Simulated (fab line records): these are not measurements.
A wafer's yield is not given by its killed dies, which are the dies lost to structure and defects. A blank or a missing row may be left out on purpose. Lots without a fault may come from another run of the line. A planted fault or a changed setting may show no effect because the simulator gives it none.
Code-filled problem report in 8D (eight disciplines) form / flow sky130 / the parts of the form that need people (team, actions taken, sign-off) are left out

== 1. PROBLEM STATEMENT ==
cd nm at SKY_SONOS_TUNNEL_CD_MEAS_07 reads a mean of 390.1 nm on 2 wafers of 2 lots; wafers without a fault read 410.4 nm with a standard deviation of 2.8. That puts it -7.2 standard deviations away from the usual mean.
The step: target cd 410 nm.
First seen on wafer L388.5, day 13 07:09, on cd sem-01. Wafers with a number at this step in the record: 40, from 14 lots. Rule for "out", or "out of limits": more than 4 standard deviations from the usual mean. The other wafers with a number count as sound.

== 2. WHAT IT IS AND WHAT IT IS NOT ==
question=which readings at this step | is=cd nm | is not=-
question=which lots | is=L388, L389 | is not=L382, L383, L385, L386, L387, L397, L398, L399, L400, L401, L404, L405
question=which wafers of those lots | is=L388.5, L389.5 | is not=L388.6, L389.3
question=read on which gauges | is=cd sem-01 | is not=cd sem-02
question=when | is=from day 13 07:09 | is not=up to then (16 sound wafers); but 22 sound wafers of L389, L397, L398, L399, L400, L401, L404, L405 came after

== 3. THE SUSPECTS, EACH WITH WHAT RULES IT OUT ==
Counting: if a tool at a process step up to the reading ran every lot that is out, it stays a suspect. Sound lots after the first of them don't rule it out here, since some wafers of a struck lot are sound.
- the gauge at SKY_SONOS_TUNNEL_CD_MEAS_07: kept. All the wafers that are out were read on cd sem-01, and no step on other tools shows them out.
- litho track-04 at SKY_SONOS_TUNNEL_DEVELOP_06 (develop time 60 s): kept. Every lot that is out went through it, the first being L388 (day 13 07:01); the last sound lot it ran before that was L386 (day 12 16:07).
Remaining after the count are litho track-04 at SKY_SONOS_TUNNEL_DEVELOP_06 and cd sem-01 at SKY_SONOS_TUNNEL_CD_MEAS_07.

== 4. THE CAUSE (what the simulator had put in) ==
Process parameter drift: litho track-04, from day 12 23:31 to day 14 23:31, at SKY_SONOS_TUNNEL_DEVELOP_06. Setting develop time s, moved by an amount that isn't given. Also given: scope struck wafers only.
After counting, 2 suspects remain, this tool included.

== 5. THE EFFECT CHAIN, in route order ==
Rows list readings where the struck wafers' mean (over those with a number) sits beyond 3 standard deviations from the usual. Only readings whose record carries a usual standard deviation are examined. hours: median over the lots of the time between each lot's start at the first step of this table that gives one and its start at this step. sigmas: the change, counted in usual standard deviations.
hours=0; step=SKY_SONOS_TUNNEL_CD_MEAS_07; reading=cd nm; usual=410.4 nm; on struck wafers=390.1; change=-20.2; sigmas=-7.2
Later measuring or inspecting steps at which every struck wafer that the step has a row for has a number for every such reading, and none has moved that far: SKY_SONOS_ONO_THK_MEAS_05.

== 6. WHAT WOULD HAVE CAUGHT IT SOONER ==
The first out-of-limits reading at a measuring or inspecting step in this record came at day 13 07:09, 8 hours after the fault's start at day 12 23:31.
Lots out: 2; of these, L389 started SKY_SONOS_TUNNEL_DEVELOP_06 on litho track-04 after day 13 07:09. Putting the tool on hold at that point would have spared it.
